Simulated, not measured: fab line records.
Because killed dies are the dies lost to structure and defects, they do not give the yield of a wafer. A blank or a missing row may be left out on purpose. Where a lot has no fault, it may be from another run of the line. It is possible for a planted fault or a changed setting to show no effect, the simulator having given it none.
fab line records / flow sky130 / part 2 of 2: steps 32 to 40 of 40
[record] lots = 5 wafers = 15 last_day = 48
route steps=708 shown VIA4@645 METAL5@661 PASSIVATION@681
lots with no fault: from the same line, run without faults
start_h: hours from the record's first day to the start of the lot's first wafer shown / wait_h: time in hours since the lot's previous step / " as in the row above / L1.1+2: one row covering several wafers at once / - no value, or no start given / * or withheld: withheld / < > ~ a bound
route shown NAME@n: names a module that has steps shown in the file, with the first one's number in the route / usual: mean and standard deviation over wafers with no fault / same: alike in all rows / chamber/n: place in a boat / sites: per-site readings / _std_site: standard deviation of those values / _edge_site: mean of outer sites minus mean of inner sites / radius_mm: for every site, how far away it sits from the centre of the wafer / mask NAME#n: copy n / behind: the tool/chamber that last shaped the wafer / hold: why the lot went on hold/how many hours it stayed there/how the hold came to an end / device: names the non-switching transistor (n, p or np) / end of line: at the end of the route, the tests of the same wafers / a step without rows: its recipe alone / killed: at the first sort, the dies lost to defects and structure; wafer yield is something else / map: the dies of a wafer, with x for killed, . for not killed, _ for no die there
set.NAME: the setting that was run; set.NAME@STEP: the one run at that earlier step / model.NAME: the simulator's own value behind a step, which no gauge read
certain route steps with their lots: each step a table, each wafer a row
services: the hour from which a tool's chamber was out of use, counted from the record's first day as start_h (under 0 if before that day), plus the number of hours and why
[[steps]]
[step SKY_METAL5_METAL_ETCH_15]
[recipe] target_depth_a = 12600 stop_on = SiO2 over_etch_frac = 0.2 time_s = 252 chemistry = Cl2/BCl3 resist_sidewall_deg = 86 pressure_mtorr = 10 icp_w = 920.4 bias_w = 48.5 Cl2_flow_sccm = 60 bcl3_flow_sccm = 30
[usual] drypump_motor_current_A = 5.7/0.31 mfc_cl2_sccm = 60.01/0.15 oes_product_au = 0.894/0.0051 throttle_valve_pct = 22.263/0.0095
lot.wafer=L074.1 tool=rie_metal-04 chamber=0 start_h=1025.90 wait_h=0.0 drypump_motor_current_A=5.7 mfc_cl2_sccm=59.82 oes_product_au=0.899 rf_hours_counter_h=5 throttle_valve_pct=22.261
lot.wafer=L074.5 tool=rie_metal-04 chamber=0 start_h=1025.90 wait_h=0.0 drypump_motor_current_A=5.7 mfc_cl2_sccm=60.12 oes_product_au=0.891 rf_hours_counter_h=- throttle_valve_pct=22.258
lot.wafer=L074.6 tool=rie_metal-04 chamber=1 start_h=1025.90 wait_h=0.0 drypump_motor_current_A=5.9 mfc_cl2_sccm=59.87 oes_product_au=0.899 rf_hours_counter_h=- throttle_valve_pct=22.264
lot.wafer=L079.3 tool=rie_metal-03 chamber=0 start_h=1070.78 wait_h=0.1 drypump_motor_current_A=6.0 mfc_cl2_sccm=60.04 oes_product_au=0.894 rf_hours_counter_h=- throttle_valve_pct=22.253
lot.wafer=L079.5 tool=rie_metal-03 chamber=1 start_h=1070.78 wait_h=0.1 drypump_motor_current_A=5.8 mfc_cl2_sccm=59.85 oes_product_au=0.898 rf_hours_counter_h=- throttle_valve_pct=22.252
lot.wafer=L079.6 tool=rie_metal-03 chamber=0 start_h=1070.78 wait_h=0.1 drypump_motor_current_A=6.0 mfc_cl2_sccm=60.08 oes_product_au=0.887 rf_hours_counter_h=- throttle_valve_pct=22.275
lot.wafer=L078.2 tool=rie_metal-03 chamber=0 start_h=1075.04 wait_h=0.0 drypump_motor_current_A=6.0 mfc_cl2_sccm=60.03 oes_product_au=0.902 rf_hours_counter_h=15 throttle_valve_pct=22.262
lot.wafer=L078.3 tool=rie_metal-03 chamber=0 start_h=1075.04 wait_h=0.0 drypump_motor_current_A=6.0 mfc_cl2_sccm=60.02 oes_product_au=0.892 rf_hours_counter_h=- throttle_valve_pct=22.251
lot.wafer=L078.5 tool=rie_metal-03 chamber=0 start_h=1075.04 wait_h=0.0 drypump_motor_current_A=6.0 mfc_cl2_sccm=60.07 oes_product_au=0.896 rf_hours_counter_h=- throttle_valve_pct=22.265
lot.wafer=L083.1 tool=rie_metal-02 chamber=1 start_h=1109.79 wait_h=0.1 drypump_motor_current_A=5.1 mfc_cl2_sccm=60.32 oes_product_au=0.895 rf_hours_counter_h=13 throttle_valve_pct=22.253
lot.wafer=L083.2 tool=rie_metal-02 chamber=1 start_h=1109.79 wait_h=0.1 drypump_motor_current_A=5.1 mfc_cl2_sccm=60.35 oes_product_au=0.896 rf_hours_counter_h=- throttle_valve_pct=22.252
lot.wafer=L083.3 tool=rie_metal-02 chamber=1 start_h=1109.79 wait_h=0.1 drypump_motor_current_A=5.1 mfc_cl2_sccm=60.06 oes_product_au=0.896 rf_hours_counter_h=- throttle_valve_pct=22.264
lot.wafer=L084.1 tool=rie_metal-04 chamber=0 start_h=1110.03 wait_h=0.0 drypump_motor_current_A=5.8 mfc_cl2_sccm=59.95 oes_product_au=0.896 rf_hours_counter_h=10 throttle_valve_pct=22.278
lot.wafer=L084.2 tool=rie_metal-04 chamber=1 start_h=1110.03 wait_h=0.0 drypump_motor_current_A=5.9 mfc_cl2_sccm=59.94 oes_product_au=0.894 rf_hours_counter_h=24 throttle_valve_pct=22.267
lot.wafer=L084.3 tool=rie_metal-04 chamber=0 start_h=1110.03 wait_h=0.0 drypump_motor_current_A=5.7 mfc_cl2_sccm=60.00 oes_product_au=0.893 rf_hours_counter_h=- throttle_valve_pct=22.263
[step SKY_METAL5_STRIP_16]
[recipe] chemistry = O2/N2 power_w = 1400 pressure_mtorr = 1500 platen_temp_c = withheld o2_flow_sccm = 3000 n2_flow_sccm = 300 overash_fraction = 0.5
[usual] drypump_motor_current_A = 5.9/0.42 oes_product_au = 0.710/0.0045 strip_time_to_endpoint_s = 12.83/0.16
lot.wafer=L074.1 tool=plasma_asher-01 chamber=1 start_h=1026.14 wait_h=0.2 drypump_motor_current_A=5.5 oes_product_au=0.713 rf_hours_counter_h=117 strip_time_to_endpoint_s=12.97
lot.wafer=L074.5 tool=plasma_asher-01 chamber=1 start_h=1026.14 wait_h=0.2 drypump_motor_current_A=5.5 oes_product_au=0.707 rf_hours_counter_h=- strip_time_to_endpoint_s=12.95
lot.wafer=L074.6 tool=plasma_asher-01 chamber=0 start_h=1026.14 wait_h=0.2 drypump_motor_current_A=6.0 oes_product_au=0.698 rf_hours_counter_h=- strip_time_to_endpoint_s=12.57
lot.wafer=L079.3 tool=plasma_asher-03 chamber=1 start_h=1070.97 wait_h=0.1 drypump_motor_current_A=6.5 oes_product_au=0.715 rf_hours_counter_h=- strip_time_to_endpoint_s=12.79
lot.wafer=L079.5 tool=plasma_asher-03 chamber=0 start_h=1070.97 wait_h=0.1 drypump_motor_current_A=5.8 oes_product_au=0.705 rf_hours_counter_h=- strip_time_to_endpoint_s=12.91
lot.wafer=L079.6 tool=plasma_asher-03 chamber=1 start_h=1070.97 wait_h=0.1 drypump_motor_current_A=6.4 oes_product_au=0.714 rf_hours_counter_h=- strip_time_to_endpoint_s=12.84
lot.wafer=L078.2 tool=plasma_asher-04 chamber=1 start_h=1075.28 wait_h=0.2 drypump_motor_current_A=5.2 oes_product_au=0.704 rf_hours_counter_h=62 strip_time_to_endpoint_s=12.82
lot.wafer=L078.3 tool=plasma_asher-04 chamber=1 start_h=1075.28 wait_h=0.2 drypump_motor_current_A=5.2 oes_product_au=0.710 rf_hours_counter_h=- strip_time_to_endpoint_s=12.80
lot.wafer=L078.5 tool=plasma_asher-04 chamber=1 start_h=1075.28 wait_h=0.2 drypump_motor_current_A=5.2 oes_product_au=0.709 rf_hours_counter_h=- strip_time_to_endpoint_s=12.77
lot.wafer=L083.1 tool=plasma_asher-03 chamber=1 start_h=1110.26 wait_h=0.4 drypump_motor_current_A=6.5 oes_product_au=0.709 rf_hours_counter_h=36 strip_time_to_endpoint_s=12.70
lot.wafer=L083.2 tool=plasma_asher-03 chamber=0 start_h=1110.26 wait_h=0.4 drypump_motor_current_A=5.8 oes_product_au=0.714 rf_hours_counter_h=36 strip_time_to_endpoint_s=12.67
lot.wafer=L083.3 tool=plasma_asher-03 chamber=1 start_h=1110.26 wait_h=0.4 drypump_motor_current_A=6.5 oes_product_au=0.711 rf_hours_counter_h=- strip_time_to_endpoint_s=12.79
lot.wafer=L084.1 tool=plasma_asher-01 chamber=1 start_h=1110.34 wait_h=0.2 drypump_motor_current_A=5.5 oes_product_au=0.713 rf_hours_counter_h=4 strip_time_to_endpoint_s=13.10
lot.wafer=L084.2 tool=plasma_asher-01 chamber=0 start_h=1110.34 wait_h=0.2 drypump_motor_current_A=5.9 oes_product_au=0.706 rf_hours_counter_h=4 strip_time_to_endpoint_s=12.71
lot.wafer=L084.3 tool=plasma_asher-01 chamber=0 start_h=1110.34 wait_h=0.2 drypump_motor_current_A=5.9 oes_product_au=0.714 rf_hours_counter_h=- strip_time_to_endpoint_s=13.19
[step SKY_METAL5_STRIP_17]
[recipe] chemistry = post_etch_residue_remover time_s = 1200 temp_c = 72.5
lot.wafer=L074.1+5+6 tool=wet_bench-01 chamber=1 start_h=1026.24 wait_h=0.1
lot.wafer=L079.3+5+6 tool=wet_bench-02 chamber=1 start_h=1071.04 wait_h=0.0
lot.wafer=L078.2+3+5 tool=wet_bench-02 chamber=3 start_h=1075.38 wait_h=0.1
lot.wafer=L083.1+2+3 tool=wet_bench-04 chamber=2 start_h=1110.36 wait_h=0.1
lot.wafer=L084.1+2+3 tool=wet_bench-01 chamber=3 start_h=1110.44 wait_h=0.1
[step SKY_METAL5_CLEAN_18]
[recipe] chemistry = IPA time_s = 180 temp_c = 25
lot.wafer=L074.1+5+6 tool=wet_bench-04 chamber=2 start_h=1026.58 wait_h=0.0
lot.wafer=L079.3+5+6 tool=wet_bench-01 chamber=2 start_h=1071.38 wait_h=0.0
lot.wafer=L078.2+3+5 tool=wet_bench-04 chamber=0 start_h=1075.72 wait_h=0.0
lot.wafer=L083.1+2+3 tool=wet_bench-01 chamber=1 start_h=1110.78 wait_h=0.1
lot.wafer=L084.1+2+3 tool=wet_bench-02 chamber=3 start_h=1110.78 wait_h=0.0
[step SKY_METAL5_CLEAN_19]
[recipe] chemistry = O3/DIW dry = n2_spin
lot.wafer=L074.1+5+6 tool=wet_bench-01 chamber=2 start_h=1026.64 wait_h=0.0
lot.wafer=L079.3+5+6 tool=wet_bench-04 chamber=0 start_h=1071.44 wait_h=0.0
lot.wafer=L078.2+3+5 tool=wet_bench-01 chamber=0 start_h=1075.78 wait_h=0.0
lot.wafer=L083.1+2+3 tool=wet_bench-02 chamber=3 start_h=1110.84 wait_h=0.0
lot.wafer=L084.1+2+3 tool=wet_bench-01 chamber=2 start_h=1110.90 wait_h=0.1
[step SKY_PASSIVATION_CVD_00]
[recipe] material = SiO2 target_thk_nm = 90 temp_c = 400 time_s = withheld rf_w = 600
[usual] heater_power_w = 632/91 susceptor_temp_C = 399.99/0.22
lot.wafer=L074.1 tool=pecvd-02 chamber=2 start_h=1026.73 wait_h=0.0 heater_power_w=634 susceptor_temp_C=399.89
lot.wafer=L074.5 tool=pecvd-02 chamber=2 start_h=1026.73 wait_h=0.0 heater_power_w=631 susceptor_temp_C=400.19
lot.wafer=L074.6 tool=pecvd-02 chamber=0 start_h=1026.73 wait_h=0.0 heater_power_w=657 susceptor_temp_C=400.11
lot.wafer=L079.3 tool=pecvd-03 chamber=2 start_h=1071.54 wait_h=0.0 heater_power_w=685 susceptor_temp_C=399.79
lot.wafer=L079.5 tool=pecvd-03 chamber=2 start_h=1071.54 wait_h=0.0 heater_power_w=690 susceptor_temp_C=400.13
lot.wafer=L079.6 tool=pecvd-03 chamber=1 start_h=1071.54 wait_h=0.0 heater_power_w=679 susceptor_temp_C=400.15
lot.wafer=L078.2 tool=pecvd-03 chamber=0 start_h=1075.87 wait_h=0.0 heater_power_w=849 susceptor_temp_C=400.00
lot.wafer=L078.3 tool=pecvd-03 chamber=1 start_h=1075.87 wait_h=0.0 heater_power_w=585 susceptor_temp_C=399.96
lot.wafer=L078.5 tool=pecvd-03 chamber=2 start_h=1075.87 wait_h=0.0 heater_power_w=698 susceptor_temp_C=399.98
lot.wafer=L083.1 tool=pecvd-01 chamber=1 start_h=1110.93 wait_h=0.0 heater_power_w=524 susceptor_temp_C=400.30
lot.wafer=L083.2 tool=pecvd-01 chamber=2 start_h=1110.93 wait_h=0.0 heater_power_w=717 susceptor_temp_C=400.07
lot.wafer=L083.3 tool=pecvd-01 chamber=0 start_h=1110.93 wait_h=0.0 heater_power_w=669 susceptor_temp_C=399.75
lot.wafer=L084.1 tool=pecvd-03 chamber=1 start_h=1110.99 wait_h=0.0 heater_power_w=666 susceptor_temp_C=400.14
lot.wafer=L084.2 tool=pecvd-03 chamber=0 start_h=1110.99 wait_h=0.0 heater_power_w=697 susceptor_temp_C=400.21
lot.wafer=L084.3 tool=pecvd-03 chamber=2 start_h=1110.99 wait_h=0.0 heater_power_w=658 susceptor_temp_C=400.17
[step SKY_PASSIVATION_THK_MEAS_01]
[recipe] reads = SiO2_of_PASSIVATION_CVD_00
[usual] PASSIVATION_CVD_00_THK = 89.6/1.3
lot.wafer=L074.1 tool=film_metro-01 chamber=- start_h=1026.75 wait_h=- PASSIVATION_CVD_00_THK[nm]=90.8
lot.wafer=L074.5 tool=film_metro-01 chamber=- start_h=1026.75 wait_h=- PASSIVATION_CVD_00_THK[nm]=90.7
lot.wafer=L074.6 tool=film_metro-01 chamber=- start_h=1026.75 wait_h=- PASSIVATION_CVD_00_THK[nm]=90.8
lot.wafer=L079.3 tool=film_metro-03 chamber=- start_h=1071.58 wait_h=- PASSIVATION_CVD_00_THK[nm]=89.6
lot.wafer=L079.5 tool=film_metro-03 chamber=- start_h=1071.58 wait_h=- PASSIVATION_CVD_00_THK[nm]=89.5
lot.wafer=L079.6 tool=film_metro-03 chamber=- start_h=1071.58 wait_h=- PASSIVATION_CVD_00_THK[nm]=89.2
lot.wafer=L078.2 tool=film_metro-04 chamber=- start_h=1075.91 wait_h=- PASSIVATION_CVD_00_THK[nm]=88.7
lot.wafer=L078.3 tool=film_metro-04 chamber=- start_h=1075.91 wait_h=- PASSIVATION_CVD_00_THK[nm]=89.2
lot.wafer=L078.5 tool=film_metro-04 chamber=- start_h=1075.91 wait_h=- PASSIVATION_CVD_00_THK[nm]=91.6
lot.wafer=L083.1 tool=film_metro-04 chamber=- start_h=1110.95 wait_h=- PASSIVATION_CVD_00_THK[nm]=88.5
lot.wafer=L083.2 tool=film_metro-04 chamber=- start_h=1110.95 wait_h=- PASSIVATION_CVD_00_THK[nm]=88.0
lot.wafer=L083.3 tool=film_metro-04 chamber=- start_h=1110.95 wait_h=- PASSIVATION_CVD_00_THK[nm]=88.3
lot.wafer=L084.1 tool=film_metro-03 chamber=- start_h=1111.01 wait_h=- PASSIVATION_CVD_00_THK[nm]=88.6
lot.wafer=L084.2 tool=film_metro-03 chamber=- start_h=1111.01 wait_h=- PASSIVATION_CVD_00_THK[nm]=87.0
lot.wafer=L084.3 tool=film_metro-03 chamber=- start_h=1111.01 wait_h=- PASSIVATION_CVD_00_THK[nm]=88.3
[step SKY_PASSIVATION_CVD_02]
[recipe] material = Si3N4 target_thk_nm = 540 temp_c = 400 time_s = withheld rf_w = 450
[usual] heater_power_w = 689/94 susceptor_temp_C = 399.99/0.2
lot.wafer=L074.1 tool=pecvd-01 chamber=0 start_h=1026.81 wait_h=0.1 heater_power_w=694 susceptor_temp_C=399.76
lot.wafer=L074.5 tool=pecvd-01 chamber=1 start_h=1026.81 wait_h=0.1 heater_power_w=548 susceptor_temp_C=400.11
lot.wafer=L074.6 tool=pecvd-01 chamber=2 start_h=1026.81 wait_h=0.1 heater_power_w=736 susceptor_temp_C=400.01
lot.wafer=L079.3 tool=pecvd-01 chamber=2 start_h=1071.62 wait_h=0.0 heater_power_w=792 susceptor_temp_C=400.11
lot.wafer=L079.5 tool=pecvd-01 chamber=1 start_h=1071.62 wait_h=0.0 heater_power_w=590 susceptor_temp_C=400.32
lot.wafer=L079.6 tool=pecvd-01 chamber=0 start_h=1071.62 wait_h=0.0 heater_power_w=732 susceptor_temp_C=400.05
lot.wafer=L078.2 tool=pecvd-02 chamber=0 start_h=1075.96 wait_h=0.0 heater_power_w=856 susceptor_temp_C=400.13
lot.wafer=L078.3 tool=pecvd-02 chamber=2 start_h=1075.96 wait_h=0.0 heater_power_w=694 susceptor_temp_C=400.10
lot.wafer=L078.5 tool=pecvd-02 chamber=2 start_h=1075.96 wait_h=0.0 heater_power_w=710 susceptor_temp_C=400.05
lot.wafer=L083.1 tool=pecvd-02 chamber=0 start_h=1111.01 wait_h=0.1 heater_power_w=808 susceptor_temp_C=400.35
lot.wafer=L083.2 tool=pecvd-02 chamber=2 start_h=1111.01 wait_h=0.1 heater_power_w=720 susceptor_temp_C=400.06
lot.wafer=L083.3 tool=pecvd-02 chamber=1 start_h=1111.01 wait_h=0.1 heater_power_w=529 susceptor_temp_C=399.91
lot.wafer=L084.1 tool=pecvd-01 chamber=1 start_h=1111.07 wait_h=0.1 heater_power_w=574 susceptor_temp_C=399.88
lot.wafer=L084.2 tool=pecvd-01 chamber=0 start_h=1111.07 wait_h=0.1 heater_power_w=672 susceptor_temp_C=400.15
lot.wafer=L084.3 tool=pecvd-01 chamber=2 start_h=1111.07 wait_h=0.1 heater_power_w=700 susceptor_temp_C=400.13
[step SKY_PASSIVATION_THK_MEAS_03]
[recipe] reads = Si3N4_of_PASSIVATION_CVD_02
[usual] PASSIVATION_CVD_02_THK = 539/8.2
lot.wafer=L074.1 tool=film_metro-01 chamber=- start_h=1027.04 wait_h=- PASSIVATION_CVD_02_THK[nm]=519
lot.wafer=L074.5 tool=film_metro-01 chamber=- start_h=1027.04 wait_h=- PASSIVATION_CVD_02_THK[nm]=540
lot.wafer=L074.6 tool=film_metro-01 chamber=- start_h=1027.04 wait_h=- PASSIVATION_CVD_02_THK[nm]=548
lot.wafer=L079.3 tool=film_metro-01 chamber=- start_h=1071.87 wait_h=- PASSIVATION_CVD_02_THK[nm]=539
lot.wafer=L079.5 tool=film_metro-01 chamber=- start_h=1071.87 wait_h=- PASSIVATION_CVD_02_THK[nm]=533
lot.wafer=L079.6 tool=film_metro-01 chamber=- start_h=1071.87 wait_h=- PASSIVATION_CVD_02_THK[nm]=532
lot.wafer=L078.2 tool=film_metro-04 chamber=- start_h=1076.19 wait_h=- PASSIVATION_CVD_02_THK[nm]=539
lot.wafer=L078.3 tool=film_metro-04 chamber=- start_h=1076.19 wait_h=- PASSIVATION_CVD_02_THK[nm]=536
lot.wafer=L078.5 tool=film_metro-04 chamber=- start_h=1076.19 wait_h=- PASSIVATION_CVD_02_THK[nm]=542
lot.wafer=L083.1 tool=film_metro-03 chamber=- start_h=1111.24 wait_h=- PASSIVATION_CVD_02_THK[nm]=537
lot.wafer=L083.2 tool=film_metro-03 chamber=- start_h=1111.24 wait_h=- PASSIVATION_CVD_02_THK[nm]=539
lot.wafer=L083.3 tool=film_metro-03 chamber=- start_h=1111.24 wait_h=- PASSIVATION_CVD_02_THK[nm]=522
lot.wafer=L084.1 tool=film_metro-04 chamber=- start_h=1111.30 wait_h=- PASSIVATION_CVD_02_THK[nm]=529
lot.wafer=L084.2 tool=film_metro-04 chamber=- start_h=1111.30 wait_h=- PASSIVATION_CVD_02_THK[nm]=526
lot.wafer=L084.3 tool=film_metro-04 chamber=- start_h=1111.30 wait_h=- PASSIVATION_CVD_02_THK[nm]=542
[[services]]
tool=pvd_sputter-01 chamber=- start_h=966.11 hours=4.5 kind=repair
tool=plasma_asher-01 chamber=- start_h=974.02 hours=2.8 kind=pm
tool=pecvd-02 chamber=1 start_h=992.99 hours=2.9 kind=repair
tool=rie_diel-04 chamber=0 start_h=993.67 hours=7.4 kind=repair
tool=cmp-01 chamber=- start_h=998.84 hours=5.9 kind=repair
tool=iline_stepper-02 chamber=- start_h=1004.62 hours=2.1 kind=pm
tool=cmp-01 chamber=- start_h=1004.75 hours=5.0 kind=pm
tool=cmp-01 chamber=- start_h=1010.12 hours=1.9 kind=repair
tool=iline_stepper-02 chamber=- start_h=1022.84 hours=4.4 kind=pm
tool=pecvd-03 chamber=- start_h=1028.69 hours=12.9 kind=repair
tool=pvd_sputter-03 chamber=- start_h=1031.46 hours=3.3 kind=repair
tool=cmp-01 chamber=- start_h=1037.87 hours=4.7 kind=pm
tool=rie_metal-04 chamber=- start_h=1041.61 hours=14.6 kind=pm
tool=cvd_w-02 chamber=- start_h=1042.83 hours=2.8 kind=pm
tool=cmp-01 chamber=- start_h=1044.21 hours=0.6 kind=repair
tool=pecvd-03 chamber=0 start_h=1044.28 hours=2.7 kind=repair
tool=plasma_asher-01 chamber=- start_h=1055.25 hours=9.0 kind=pm
tool=plasma_asher-01 chamber=- start_h=1057.84 hours=0.8 kind=repair
tool=iline_stepper-02 chamber=- start_h=1058.75 hours=1.7 kind=pm
tool=iline_stepper-02 chamber=- start_h=1078.87 hours=8.9 kind=pm
tool=cmp-01 chamber=- start_h=1084.22 hours=4.0 kind=pm
tool=pvd_sputter-03 chamber=- start_h=1090.15 hours=1.6 kind=repair
tool=plasma_asher-01 chamber=- start_h=1090.31 hours=9.1 kind=repair
tool=wet_bench-03 chamber=- start_h=1103.40 hours=1.0 kind=repair
